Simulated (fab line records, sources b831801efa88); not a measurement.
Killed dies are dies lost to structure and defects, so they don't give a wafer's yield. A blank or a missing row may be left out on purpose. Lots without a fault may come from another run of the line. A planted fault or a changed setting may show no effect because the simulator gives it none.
fab line records | flow sky130
record lots=6 wafers=18 last_day=50
route steps=708 shown SONOS_ONO@176 GATE_OXIDE@187 POLY_GATE@204 PAD_OPEN@708
lots that met no fault: from a run of the same line without faults
start_h: hours from the record's first day to the start of the lot's first wafer shown | wait_h: hours since the lot's step before | " the same as in the row above | L1.1+2: a row that stands for several wafers | - no value, or no start given | * or withheld: withheld | < > ~ a bound
route shown NAME@n: a module of which the file shows steps, and the number in the route of the first | usual: mean/standard deviation of fault-free wafers | same: alike in all rows | chamber/n: place in a boat | sites: the reading at each site | _std_site: their standard deviation | _edge_site: outer sites' mean less inner sites' | radius_mm: how far each site lies from the wafer's centre | mask NAME#n: copy n | behind: the tool/chamber that last shaped the wafer | hold: why the lot was held/for how many hours/how that ended | device: the transistor (n, p or np) that didn't switch | end of line: the same wafers' tests at the end of the route | a step without rows: its recipe alone | killed: dies lost to structure and defects at the first sort, not the wafer's yield | map: a wafer's dies, x killed, . not, _ none there
set.NAME: the setting as run; set.NAME@STEP: as run at that earlier step | model.NAME: the simulator's own value behind a step, which no gauge read
lots at some steps of the route; a table a step, a row a wafer
services: from which hour (start_h, from the record's first day; less than 0 if before it) a tool's chamber was out of use, for how many hours, and why
## steps
# step SKY_SONOS_ONO_COAT_08
# recipe resist=NOVOLAK spin_rpm=3000 resist_thk_nm=1140
# step SKY_SONOS_ONO_SOFTBAKE_09
# recipe temp_c=90 time_s=60 resist=NOVOLAK
# step SKY_SONOS_ONO_EXPOSE_10
# recipe mask_id=ONOM target_cd_nm=410 na=0.6 source_shape=conventional sigma_outer=0.6 dose_mj=150
# step SKY_SONOS_ONO_PEB_11
# recipe temp_c=withheld time_s=* resist=NOVOLAK
# step SKY_SONOS_ONO_DEVELOP_12
# recipe develop_time_s=60 dev_temp_c=23
# step SKY_SONOS_ONO_CD_MEAS_13
# recipe target_cd_nm=410
# usual cd_nm=409.7/2.2
# columns lot.wafer tool chamber start_h wait_h cd_nm
L280.1 cd_sem-02 - 288.51 0.1 408.7
L280.4 " - " " 408.6
L280.6 " - " " 408.3
L288.1 cd_sem-02 - 348.41 0.1 409.3
L288.2 " - " " 407.5
L288.4 " - " " 407.3
L294.3 cd_sem-01 - 397.60 0.1 407.4
L294.4 " - " " 409.4
L294.5 " - " " 409.2
L298.3 cd_sem-01 - 426.50 0.1 412.6
L298.4 " - " " 413.2
L298.5 " - " " 412.8
L297.3 cd_sem-01 - 426.80 0.1 411.2
L297.4 " - " " 412.7
L297.5 " - " " 409.5
L301.1 cd_sem-02 - 467.98 0.1 409.7
L301.2 " - " " 407.2
L301.4 " - " " 410.0
# step SKY_SONOS_ONO_OVL_MEAS_14
# usual SONOS_ONO_OVL=0.6/1.6
# columns lot.wafer tool chamber start_h wait_h SONOS_ONO_OVL[nm]
L280.1 overlay-01 - 288.63 0.1 0.6
L280.4 " - " " 1.2
L280.6 " - " " 0.9
L288.1 overlay-02 - 348.53 0.1 -0.7
L288.2 " - " " -1.2
L288.4 " - " " -0.2
L294.3 overlay-01 - 397.69 0.1 3.1
L294.4 " - " " 0.7
L294.5 " - " " 2.7
L298.3 overlay-02 - 426.59 0.1 4.6
L298.4 " - " " 2.4
L298.5 " - " " 2.5
L297.3 overlay-02 - 426.89 0.1 1.8
L297.4 " - " " 1.1
L297.5 " - " " 1.3
L301.1 overlay-01 - 468.10 0.1 0.2
L301.2 " - " " -1.4
L301.4 " - " " 0.3
# step SKY_SONOS_ONO_ETCH_15
# recipe target_depth_nm=19.52 chemistry=CHF3/O2 source_w=600 bias_w=200 pressure_mtorr=40 chf3_flow_sccm=50 O2_flow_sccm=5 time_s=7.8
# usual drypump_motor_current_A=5.8/0.41 oes_product_au=1.001/0.0078 throttle_valve_pct=8.825/0.0094
# columns lot.wafer tool chamber start_h wait_h drypump_motor_current_A oes_product_au rf_hours_counter_h throttle_valve_pct
L280.1 rie_diel-01 3 288.67 0.0 5.5 1.001 82 8.831
L280.4 " 0 " " 5.5 1.010 - 8.839
L280.6 " 3 " " 5.5 0.995 - 8.829
L288.1 rie_diel-02 3 348.56 0.0 5.9 0.997 55 8.815
L288.2 " 1 " " 5.8 0.995 60 8.818
L288.4 " 1 " " 5.8 0.989 - 8.831
L294.3 rie_diel-04 0 397.71 0.0 6.0 1.013 30 8.827
L294.4 " 3 " " 6.3 1.005 1 8.811
L294.5 " 1 " " 5.5 1.006 - 8.827
L298.3 rie_diel-04 1 426.61 0.0 5.5 1.015 46 8.829
L298.4 " 2 " " 5.5 0.999 5 8.831
L298.5 " 1 " " 5.5 1.014 - 8.824
L297.3 rie_diel-02 0 426.91 0.0 5.2 0.998 22 8.832
L297.4 " 0 " " 5.2 0.988 - 8.807
L297.5 " 3 " " 6.0 1.001 - 8.814
L301.1 rie_diel-04 2 468.13 0.0 5.5 0.981 6 8.834
L301.2 " 0 " " 5.9 1.000 32 8.815
L301.4 " 0 " " 6.0 1.006 - 8.826
# step SKY_SONOS_ONO_WET_ETCH_16
# recipe chemistry=dHF target_depth_nm=14 dry=n2_spin target=SiO2 dilution=100:1 temp_c=25 time_s=280
# step SKY_SONOS_ONO_STRIP_17
# recipe chemistry=O2/N2 power_w=1400 pressure_mtorr=1500 platen_temp_c=withheld o2_flow_sccm=3000 n2_flow_sccm=300 overash_fraction=0.5
# usual drypump_motor_current_A=5.20/0.26 o2_flow_sccm=2998/8.8 oes_product_au=0.709/0.0045 strip_time_to_endpoint_s=14.10/0.037
# columns lot.wafer tool chamber start_h wait_h drypump_motor_current_A o2_flow_sccm oes_product_au rf_hours_counter_h strip_time_to_endpoint_s
L280.1 plasma_asher-02 0 288.78 0.0 4.95 2981 0.703 48 14.07
L280.4 " 0 " " 4.96 2983 0.708 - 14.07
L280.6 " 0 " " 4.96 2999 0.708 - 14.05
L288.1 plasma_asher-01 1 348.68 0.0 5.01 2992 0.706 69 14.08
L288.2 " 0 " " 5.07 3008 0.714 69 14.06
L288.4 " 0 " " 5.06 3007 0.708 - 14.06
L294.3 plasma_asher-02 1 397.87 0.0 5.67 2991 0.715 - 14.07
L294.4 " 0 " " 4.93 2996 0.710 - 14.08
L294.5 " 0 " " 4.93 2999 0.711 - 14.12
L298.3 plasma_asher-02 1 426.75 0.0 5.70 2984 0.699 - 14.05
L298.4 " 0 " " 4.95 3012 0.710 - 14.05
L298.5 " 0 " " 4.95 2996 0.709 - 14.06
L297.3 plasma_asher-04 1 427.05 0.0 5.41 3010 0.709 - 14.07
L297.4 " 0 " " 5.12 2994 0.713 - 14.05
L297.5 " 0 " " 5.12 3006 0.705 - 14.08
L301.1 plasma_asher-01 1 468.24 0.0 5.03 2991 0.709 4 14.08
L301.2 " 0 " " 5.06 3000 0.711 4 14.07
L301.4 " 1 " " 5.02 2995 0.708 - 14.13
# step SKY_SONOS_ONO_WET_ETCH_18
# recipe chemistry=H3PO4 target_depth_nm=15 target=Si3N4 temp_c=160 time_s=172
# step SKY_GATE_OXIDE_CLEAN_00
# recipe chemistry=SC1/SC2 mix=1:4:20 temp_c=70 time_s=150 dry=n2_spin
# step SKY_GATE_OXIDE_OXIDATION_01
# recipe temp_c=900 ambient=O2 stabilise_s=600 purge_s=300 target_thk_a=102.68 ox_time_s=1473
# usual spike_tc_bottom_C=916.1/2.3 spike_tc_centre_C=901.1/1.1 spike_tc_lower_C=900.3/1.4 spike_tc_upper_C=899.7/1.5 tube_center_temp_C=900.01/0.079 tube_center_temp_C_max=902.3/0.34
# columns lot.wafer tool chamber start_h wait_h spike_tc_bottom_C spike_tc_centre_C spike_tc_lower_C spike_tc_upper_C tube_center_temp_C tube_center_temp_C_max model.SiO2_of_GATE_OXIDE_OXIDATION_01.thk_nm
L280.1 furnace-02 0 292.75 3.8 918.9 900.8 902.5 897.9 899.94 902.1 10.25
L280.4 " 0 " " 919.7 899.4 901.0 897.6 900.09 902.1 10.21
L280.6 " 0 " " 919.0 900.7 901.0 901.2 899.82 902.3 10.27
L288.1 furnace-02 0 351.51 2.6 919.8 900.6 900.5 898.5 900.06 902.7 10.53
L288.2 " 0 " " 918.2 899.9 903.5 898.7 900.18 902.9 10.62
L288.4 " 0 " " 918.0 902.7 901.4 898.8 900.14 902.9 10.58
L294.3 furnace-01 0 400.30 2.3 913.7 901.4 900.2 900.9 899.93 902.3 10.64
L294.4 " 0 " " 914.5 901.9 900.3 898.4 900 902.8 10.39
L294.5 " 0 " " 914.1 903.1 899.5 900.0 899.86 902.4 10.52
L297.3 furnace-01 0 432.17 4.9 909.5 896.1 891.9 894.2 894.6 897.2 9.806
L297.4 " 0 " " 908.9 895.1 893.3 896.5 894.6 897.0 10.05
L297.5 " 0 " " 908.4 897.4 894.4 895.6 894.6 897.4 9.863
L298.3 furnace-01 0 432.17 5.2 909.6 897.7 893.9 896.0 894.59 897.0 9.913
L298.4 " 0 " " 907.2 895.3 893.7 894.1 894.41 896.6 9.774
L298.5 " 0 " " 909.1 894.6 893.9 895.8 894.5 896.6 9.86
L301.1 furnace-02 0 468.45 0.0 920.1 899.8 902.0 898.4 900.11 902.8 10.5
L301.2 " 0 " " 918.5 900.5 902.9 897.9 900.06 902.6 10.53
L301.4 " 0 " " 917.7 900.3 902.1 897.7 900.05 902.6 10.49
# step SKY_GATE_OXIDE_THK_MEAS_02
# recipe reads=SiO2_of_GATE_OXIDE_OXIDATION_01
# usual GATE_OXIDE_OXIDATION_00_THK=10.42/0.16
# columns lot.wafer tool chamber start_h wait_h hold GATE_OXIDE_OXIDATION_00_THK[nm]
L280.1 film_metro-02 - 294.16 0.0 - 10.27
L280.4 " - " " - 10.20
L280.6 " - " " - 10.20
L288.1 film_metro-03 - 352.92 0.0 - 10.53
L288.2 " - " " - 10.60
L288.4 " - " " - 10.59
L294.3 film_metro-01 - 401.73 0.0 - 10.64
L294.4 " - " " - 10.40
L294.5 " - " " - 10.45
L297.3 film_metro-02 - 433.60 0.0 - 9.82
L297.4 " - " " - 10.03
L297.5 " - " " - 9.85
L298.3 film_metro-03 - 433.60 0.0 await_dispo/0.2h/release 9.97
L298.4 " - " " await_dispo/0.2h/release 9.79
L298.5 " - " " await_dispo/0.2h/release 9.83
L298.3 film_metro-03 - 433.83 0.2 - 9.92
L298.4 " - " " - 9.82
L298.5 " - " " - 9.82
L301.1 film_metro-02 - 469.86 0.0 - 10.51
L301.2 " - " " - 10.55
L301.4 " - " " - 10.47
# step SKY_GATE_OXIDE_HMDS_04
# recipe prime_time_s=60 prime_temp_c=120
# step SKY_GATE_OXIDE_COAT_05
# recipe resist=NOVOLAK spin_rpm=3000 resist_thk_nm=1140
# step SKY_GATE_OXIDE_SOFTBAKE_06
# recipe temp_c=90 time_s=60 resist=NOVOLAK
# step SKY_GATE_OXIDE_EXPOSE_07
# recipe mask_id=LVOM na=0.6 source_shape=conventional sigma_outer=0.6 polarization=unpolarized target_cd_nm=600 dose_mj=170
# step SKY_GATE_OXIDE_PEB_08
# recipe temp_c=withheld time_s=* resist=NOVOLAK
# step SKY_GATE_OXIDE_DEVELOP_09
# recipe resist=NOVOLAK developer=TMAH develop_time_s=60 dev_temp_c=23
# step SKY_GATE_OXIDE_OVL_MEAS_10
# usual GATE_OXIDE_OVL=0.2/1.5
# columns lot.wafer tool chamber start_h wait_h GATE_OXIDE_OVL[nm]
L280.1 overlay-01 - 319.53 0.1 0.4
L280.4 " - " " -1.2
L280.6 " - " " -0.2
L288.1 overlay-01 - 380.36 0.1 0.0
L288.2 " - " " -1.8
L288.4 " - " " -1.7
L294.3 overlay-02 - 430.47 0.1 0.7
L294.4 " - " " -0.4
L294.5 " - " " 0.6
L298.3 overlay-02 - 463.27 0.1 1.8
L298.4 " - " " 0.9
L298.5 " - " " 1.3
L297.3 overlay-01 - 463.57 0.1 -1.3
L297.4 " - " " -0.6
L297.5 " - " " 0.3
L301.1 overlay-01 - 500.43 0.1 0.4
L301.2 " - " " -0.4
L301.4 " - " " 0.2
# step SKY_GATE_OXIDE_IMPLANT_11
# recipe species=B energy_kev=10 dose_cm2=2.6e+12 tilt_deg=withheld
# step SKY_GATE_OXIDE_WET_ETCH_12
# recipe chemistry=dHF target_depth_nm=16.8 dry=n2_spin target=SiO2 dilution=100:1 temp_c=25 time_s=336
# step SKY_GATE_OXIDE_STRIP_13
# recipe chemistry=O2/N2 power_w=1400 pressure_mtorr=1500 platen_temp_c=withheld o2_flow_sccm=3000 n2_flow_sccm=300 overash_fraction=0.5
# usual drypump_motor_current_A=5.3/0.4 o2_flow_sccm=3001/8.5 oes_product_au=0.716/0.0045 strip_time_to_endpoint_s=14.18/0.038
# columns lot.wafer tool chamber start_h wait_h drypump_motor_current_A o2_flow_sccm oes_product_au rf_hours_counter_h strip_time_to_endpoint_s
L280.1 plasma_asher-01 0 319.92 0.0 5.1 2996 0.719 66 14.12
L280.4 " 1 " " 5.0 2999 0.717 - 14.13
L280.6 " 0 " " 5.1 2999 0.723 - 14.11
L288.1 plasma_asher-02 1 380.66 0.0 5.7 3006 0.722 56 14.18
L288.2 " 0 " " 4.9 3014 0.718 56 14.16
L288.4 " 0 " " 4.9 3017 0.717 - 14.14
L294.3 plasma_asher-03 0 430.78 0.0 6.1 2988 0.723 - 14.21
L294.4 " 1 " " 5.4 2982 0.713 - 14.19
L294.5 " 0 " " 6.1 3006 0.721 - 14.23
L298.3 plasma_asher-01 1 463.58 0.0 5.0 3004 0.723 - 14.19
L298.4 " 0 " " 5.0 3013 0.713 - 14.18
L298.5 " 1 " " 5.0 2989 0.720 - 14.22
L297.3 plasma_asher-02 1 463.88 0.0 5.7 3009 0.718 - 14.20
L297.4 " 0 " " 5.0 2998 0.722 - 14.22
L297.5 " 0 " " 4.9 2994 0.712 - 14.16
L301.1 plasma_asher-02 0 500.71 0.0 4.9 2997 0.722 70 14.21
L301.2 " 1 " " 5.7 3011 0.702 70 14.21
L301.4 " 1 " " 5.7 3013 0.713 - 14.19
# step SKY_GATE_OXIDE_TW_MEAS_14
# usual GATE_OXIDE_TW=224.4/1.2
# columns lot.wafer tool chamber start_h wait_h hold GATE_OXIDE_TW
L280.1 film_metro-02 - 320.02 0.1 - 225.5
L280.4 " - " " - 224.4
L280.6 " - " " - 224.8
L288.1 film_metro-03 - 380.76 0.1 - 225.4
L288.2 " - " " - 225.6
L288.4 " - " " - 225.1
L294.3 film_metro-01 - 430.87 0.1 - 225.4
L294.4 " - " " - 225.5
L294.5 " - " " - 224.7
L298.3 film_metro-02 - 463.67 0.1 await_dispo/0.2h/release 225.3
L298.4 " - " " await_dispo/0.2h/release 223.9
L298.5 " - " " await_dispo/0.2h/release 225.2
L298.3 film_metro-02 - 463.89 0.2 - 224.9
L298.4 " - " " - 225.5
L298.5 " - " " - 226.9
L297.3 film_metro-03 - 463.97 0.1 await_dispo/0.2h/release 226.1
L297.4 " - " " await_dispo/0.2h/release 226.3
L297.5 " - " " await_dispo/0.2h/release 226.4
L297.3 film_metro-03 - 464.19 0.2 - 225.5
L297.4 " - " " - 224.5
L297.5 " - " " - 225.5
L301.1 film_metro-03 - 500.81 0.1 - 225.0
L301.2 " - " " - 225.0
L301.4 " - " " - 226.5
# step SKY_GATE_OXIDE_OXIDATION_16
# recipe temp_c=800 ambient=O2 idle_temp_c=700 ramp_up_c_per_min=10 ramp_down_c_per_min=3 stabilise_s=600 purge_s=300 target_thk_a=35.7 ox_time_s=1915
# usual spike_tc_bottom_C=817.2/2.4 spike_tc_centre_C=801.0/1.1 spike_tc_lower_C=800.4/1.4 spike_tc_upper_C=799.8/1.5 tube_center_temp_C=800/0.076 tube_center_temp_C_max=802.0/0.31
# columns lot.wafer tool chamber start_h wait_h spike_tc_bottom_C spike_tc_centre_C spike_tc_lower_C spike_tc_upper_C tube_center_temp_C tube_center_temp_C_max model.SiO2_of_GATE_OXIDE_OXIDATION_01.thk_nm
L280.1 furnace-01 0 321.16 1.0 815.1 801.8 800.6 801.4 800 801.9 11.61
L280.4 " 0 " " 816.5 799.5 798.1 801.5 800.01 801.7 11.57
L280.6 " 0 " " 815.0 799.0 798.8 801.1 799.97 802.2 11.65
L288.1 furnace-01 0 383.59 2.7 815.8 802.5 798.9 800.8 799.97 802.4 11.9
L288.2 " 0 " " 816.0 801.2 800.1 801.5 799.98 802.2 11.98
L288.4 " 0 " " 814.1 801.1 798.6 800.1 799.89 801.5 11.93
L294.3 furnace-01 0 439.44 8.5 814.2 802.5 800.8 801.4 800.04 802.5 12
L294.4 " 0 " " 815.8 804.1 797.3 800.7 799.97 801.8 11.75
L294.5 " 0 " " 816.1 799.4 799.3 801.1 799.99 802.0 11.89
L297.3 furnace-01 0 465.89 0.0 816.1 800.5 800.1 800.5 800 802.1 11.16
L297.4 " 0 " " 815.5 801.0 800.3 799.1 800.02 802.8 11.45
L297.5 " 0 " " 815.1 801.3 799.4 800.5 799.93 801.9 11.28
L298.3 furnace-01 0 470.15 1.0 815.5 801.5 799.8 801.2 799.92 802.0 11.31
L298.4 " 0 " " 816.2 800.0 799.2 802.6 800.01 801.8 11.21
L298.5 " 0 " " 816.2 801.3 799.6 801.9 799.99 802.0 11.25
L301.1 furnace-01 0 500.92 0.0 816.7 801.8 800.5 801.4 799.89 802.0 11.85
L301.2 " 0 " " 813.8 801.1 798.5 800.1 800.09 802.2 11.86
L301.4 " 0 " " 815.0 801.6 799.9 800.3 799.94 802.1 11.8
# step SKY_POLY_GATE_CVD_00
# recipe material=poly-Si target_thk_nm=180 temp_c=620 time_s=720 pressure_mtorr=200
# step SKY_PAD_OPEN_PROBE_99
# usual killed_at_M0_to_M3=44/7.3 killed_at_M4_up=3.0/1.9 killed_at_contacts=24/5 killed_at_front_end=16/4.5 killed_at_other=0.3/0.46 killed_dies=87/10 killed_open=47/8.3 killed_short=39/6.4
# same gross_dies=492 killed_at_back_side=0
# columns lot.wafer tool chamber start_h wait_h killed_at_M0_to_M3 killed_at_M4_up killed_at_contacts killed_at_front_end killed_at_other killed_dies killed_open killed_short model.etest.nfet_16v.r_on_ohm_um model.etest.tip_sonos.rs_ohm_sq model.etest.pfet_g5v0d10v5.r_on_ohm_um model.etest.nfet_g5v0d10v5.r_on_ohm_um model.etest.nfet_g5v0d10v5.drive_ua_um model.etest.nfet_05v0_nvt.drive_ua_um model.etest.pfet_g5v0d10v5.drive_ua_um model.etest.nfet_16v.drive_ua_um
L280.1 prober-02 - 1082.79 0.1 41 3 26 22 1 93 55 38 1.397e+04 2639 4666 1863 608.9 586.5 348 223.6
L280.4 prober-02 - 1082.94 0.2 32 3 30 23 0 88 51 37 1.408e+04 2618 4663 1855 615.6 586.1 348.1 223.1
L280.6 prober-02 - 1083.04 0.2 41 4 21 12 0 78 43 35 1.405e+04 2630 4684 1863 608.8 577.3 347.5 222.3
L288.1 prober-02 - 1124.93 0.1 39 3 26 14 1 83 49 34 1.413e+04 2699 4684 1863 607.3 573.4 342.2 219.6
L288.2 prober-02 - 1124.98 0.1 56 1 22 16 0 95 54 41 1.405e+04 2724 4692 1876 599.8 572 343 221.5
L288.4 prober-02 - 1125.08 0.2 53 6 29 20 0 108 63 45 1.402e+04 2695 4748 1864 605.6 576.8 340.9 220.5
L294.3 prober-02 - 1162.85 0.2 45 6 23 18 0 92 52 40 1.405e+04 2637 4823 1885 593.7 570.4 334.3 219.3
L294.4 prober-02 - 1162.90 0.2 41 5 23 12 0 81 43 38 1.391e+04 2586 4774 1858 610.3 578.9 337.3 225.2
L294.5 prober-02 - 1162.95 0.2 43 1 16 13 1 74 33 41 1.405e+04 2590 4829 1896 600.3 571.7 335.1 222.3
L297.3 prober-01 - 1177.27 0.2 49 2 22 19 1 93 53 40 1.387e+04 2528 4731 1845 631.4 600.4 352.6 232.1
L297.4 prober-01 - 1177.32 0.2 43 1 21 13 0 78 36 42 1.402e+04 2615 4725 1850 620.4 591.9 343.4 226.9
L297.5 prober-01 - 1177.37 0.2 42 1 20 17 1 81 47 34 1.401e+04 2555 4728 1850 630.8 599.3 344.3 230.3
L298.3 prober-02 - 1177.88 0.2 35 3 25 12 0 75 45 30 1.375e+04 2578 4602 1841 626.4 595.9 355 230.1
L298.4 prober-02 - 1177.93 0.2 35 4 27 13 0 79 43 36 1.376e+04 2550 4630 1842 635.2 598.5 356.1 231.6
L298.5 prober-02 - 1177.98 0.2 38 3 21 15 0 77 35 42 1.368e+04 2538 4604 1833 641.4 597.7 357.4 233.3
L301.1 prober-01 - 1195.69 0.1 41 4 26 12 0 83 38 45 1.404e+04 2739 4768 1907 605.9 572.1 342.7 219.8
L301.2 prober-01 - 1195.74 0.1 33 7 30 16 0 86 43 43 1.438e+04 2734 4811 1910 600.8 572.7 339.6 219.1
L301.4 prober-01 - 1195.84 0.2 39 4 18 19 1 81 46 35 1.416e+04 2742 4748 1878 601.2 571.9 340.9 220.2
# killed by level:class
L280.1 LI_CONTACT:geometric_particle:open=9 CONTACT:geometric_particle:open=9 VIA2:geometric_particle:open=8 POLY_GATE:geometric_particle:open=6 VIA3:geometric_particle:open=6 VIA1:geometric_particle:open=6 FIELD_ISO:geometric_particle:open=5 CONTACT:geometric_particle:short=5
L280.4 LI_CONTACT:geometric_particle:open=11 CONTACT:geometric_particle:open=9 VIA3:geometric_particle:open=8 POLY_GATE:geometric_particle:short=7 VIA1:geometric_particle:open=5 CONTACT:geometric_particle:short=5 POLY_GATE:geometric_particle:open=4 METAL1:geometric_particle:short=4
L280.6 VIA1:geometric_particle:open=10 LI_CONTACT:geometric_particle:open=7 CONTACT:geometric_particle:open=7 VIA3:geometric_particle:open=6 VIA3:geometric_particle:short=5 METAL1:geometric_particle:short=4 METAL2:geometric_particle:short=4 VIA2:geometric_particle:open=4
L288.1 VIA1:geometric_particle:open=11 CONTACT:geometric_particle:open=8 LI_CONTACT:geometric_particle:open=7 VIA3:geometric_particle:open=6 LI_CONTACT:geometric_particle:short=5 VIA1:geometric_particle:short=5 METAL1:geometric_particle:short=4 VIA2:geometric_particle:open=4
L288.2 CONTACT:geometric_particle:open=11 VIA1:geometric_particle:open=11 LI_CONTACT:geometric_particle:open=9 VIA1:geometric_particle:short=8 VIA3:geometric_particle:open=8 VIA2:geometric_particle:open=7 POLY_GATE:geometric_particle:short=6 METAL2:geometric_particle:short=6
L288.4 VIA1:geometric_particle:open=15 CONTACT:geometric_particle:open=13 METAL2:geometric_particle:short=10 LI_CONTACT:geometric_particle:open=8 VIA3:geometric_particle:open=7 VIA2:geometric_particle:open=7 POLY_GATE:geometric_particle:short=5 LOCAL_INTERCONNECT:geometric_particle:short=4
L294.3 VIA1:geometric_particle:open=12 CONTACT:geometric_particle:open=9 VIA3:geometric_particle:open=7 FIELD_ISO:geometric_particle:open=6 VIA2:geometric_particle:open=6 METAL2:geometric_particle:short=6 LI_CONTACT:geometric_particle:open=5 FIELD_ISO:geometric_particle:short=4
L294.4 METAL1:geometric_particle:short=10 CONTACT:geometric_particle:open=9 VIA3:geometric_particle:open=8 VIA1:geometric_particle:open=6 LI_CONTACT:geometric_particle:open=6 FIELD_ISO:geometric_particle:open=5 METAL4:geometric_particle:short=4 VIA2:geometric_particle:short=4
L294.5 VIA1:geometric_particle:open=10 METAL1:geometric_particle:short=8 LI_CONTACT:geometric_particle:open=7 FIELD_ISO:geometric_particle:short=4 FIELD_ISO:geometric_particle:open=4 LI_CONTACT:geometric_particle:short=4 VIA2:geometric_particle:open=4 VIA3:geometric_particle:short=4
L297.3 CONTACT:geometric_particle:open=10 METAL1:geometric_particle:short=9 VIA1:geometric_particle:open=9 VIA2:geometric_particle:open=7 METAL3:geometric_particle:short=6 POLY_GATE:geometric_particle:open=5 LI_CONTACT:geometric_particle:open=5 LOCAL_INTERCONNECT:geometric_particle:short=5
L297.4 METAL2:geometric_particle:short=9 VIA1:geometric_particle:open=8 METAL1:geometric_particle:short=7 VIA2:geometric_particle:open=6 CONTACT:geometric_particle:open=6 LI_CONTACT:geometric_particle:open=5 CONTACT:geometric_particle:short=5 FIELD_ISO:geometric_particle:short=4
L297.5 CONTACT:geometric_particle:open=9 METAL2:geometric_particle:short=7 VIA1:geometric_particle:open=7 VIA3:geometric_particle:open=6 LI_CONTACT:geometric_particle:open=5 METAL1:geometric_particle:short=5 VIA2:geometric_particle:open=5 FIELD_ISO:geometric_particle:open=4
L298.3 VIA1:geometric_particle:open=10 CONTACT:geometric_particle:short=8 LI_CONTACT:geometric_particle:open=7 CONTACT:geometric_particle:open=7 VIA2:geometric_particle:open=7 POLY_GATE:geometric_particle:short=4 METAL1:geometric_particle:short=4 VIA1:geometric_particle:short=3
L298.4 CONTACT:geometric_particle:open=11 VIA1:geometric_particle:open=7 POLY_GATE:geometric_particle:short=6 LI_CONTACT:geometric_particle:open=6 VIA2:geometric_particle:open=6 CONTACT:geometric_particle:short=5 POLY_GATE:geometric_particle:open=4 METAL2:geometric_particle:short=4
L298.5 VIA1:geometric_particle:open=8 VIA1:geometric_particle:short=7 CONTACT:geometric_particle:open=6 LI_CONTACT:geometric_particle:short=5 VIA2:geometric_particle:open=5 FIELD_ISO:geometric_particle:open=4 LI_CONTACT:geometric_particle:open=4 CONTACT:geometric_particle:short=4
L301.1 CONTACT:geometric_particle:open=11 METAL1:geometric_particle:short=7 VIA2:geometric_particle:open=6 VIA1:geometric_particle:open=6 CONTACT:geometric_particle:short=6 FIELD_ISO:geometric_particle:short=5 VIA3:geometric_particle:short=5 VIA3:geometric_particle:open=5
L301.2 CONTACT:geometric_particle:open=9 VIA1:geometric_particle:open=8 CONTACT:geometric_particle:short=8 LI_CONTACT:geometric_particle:open=7 VIA3:geometric_particle:open=7 POLY_GATE:geometric_particle:short=6 METAL4:geometric_particle:short=6 LI_CONTACT:geometric_particle:short=5
L301.4 VIA1:geometric_particle:open=10 CONTACT:geometric_particle:open=9 METAL1:geometric_particle:short=8 FIELD_ISO:geometric_particle:open=7 POLY_GATE:geometric_particle:open=4 METAL2:geometric_particle:short=4 VIA1:geometric_particle:short=4 VIA2:geometric_particle:open=4
## services
# columns tool chamber start_h hours kind
rie_diel-04 0 287.67 2.3 repair
rie_diel-04 3 293.39 5.8 repair
plasma_asher-02 - 303.36 2.0 repair
furnace-02 - 308.37 4.8 pm
furnace-01 - 324.22 3.2 pm
rie_diel-02 2 342.58 30.8 repair
rie_diel-04 0 344.34 7.9 repair
rie_diel-04 3 348.83 8.1 repair
rie_diel-02 1 351.82 3.1 repair
rie_diel-04 1 354.56 3.1 repair
rie_diel-02 3 358.43 6.6 repair
rie_diel-04 1 369.57 13.7 repair
furnace-02 - 378.38 6.0 repair
furnace-02 - 388.36 3.8 pm
furnace-02 - 395.15 54.1 pm
rie_diel-04 2 415.31 2.0 repair
plasma_asher-01 - 421.25 9.0 pm
plasma_asher-01 - 436.25 4.5 repair
rie_diel-04 - 445.88 2.8 pm
furnace-01 - 450.58 3.9 pm
rie_diel-04 1 466.38 22.3 repair
plasma_asher-01 - 481.38 2.2 repair
furnace-01 - 491.08 3.1 pm
plasma_asher-02 - 497.82 1.4 repair
## key
first_sign step=SKY_GATE_OXIDE_OXIDATION_01 reading=tube_center_temp_C direction=down sigmas=61 usual=* struck=*
effect step=SKY_GATE_OXIDE_OXIDATION_01 reading=tube_center_temp_C_max direction=down sigmas=16 usual=* struck=*
effect step=SKY_GATE_OXIDE_THK_MEAS_02 reading=visit direction=added
effect step=SKY_GATE_OXIDE_TW_MEAS_14 reading=visit direction=added
model_effect step=SKY_GATE_OXIDE_OXIDATION_01 value=SiO2_of_GATE_OXIDE_OXIDATION_01.thk_nm without=10.48 struck=9.878
model_effect step=SKY_GATE_OXIDE_OXIDATION_16 value=SiO2_of_GATE_OXIDE_OXIDATION_01.thk_nm without=11.83 struck=11.28
model_effect step=SKY_PAD_OPEN_PROBE_99 value=etest.nfet_16v.r_on_ohm_um without=1.417e+04 struck=1.385e+04
met_at SKY_GATE_OXIDE_OXIDATION_01
struck_wafers L297.3,L297.4,L297.5,L298.3,L298.4,L298.5
tester_left_out L297,L298
onset_between 400.30 432.17
fault kind=process_parameter_drift tool=furnace-01 chamber=- onset_h=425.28 steps=SKY_GATE_OXIDE_OXIDATION_01 channel=temp_c offset=* shape=step end_h=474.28 acts_in=* stated=*
# tester_left_out: of these lots the tester's yield and bins aren't shown, on N5 and GAA mostly nor the transistor test; their killed dies are dies lost to structure and defects alone, not to doping, threshold or leakage, so they don't give the yield
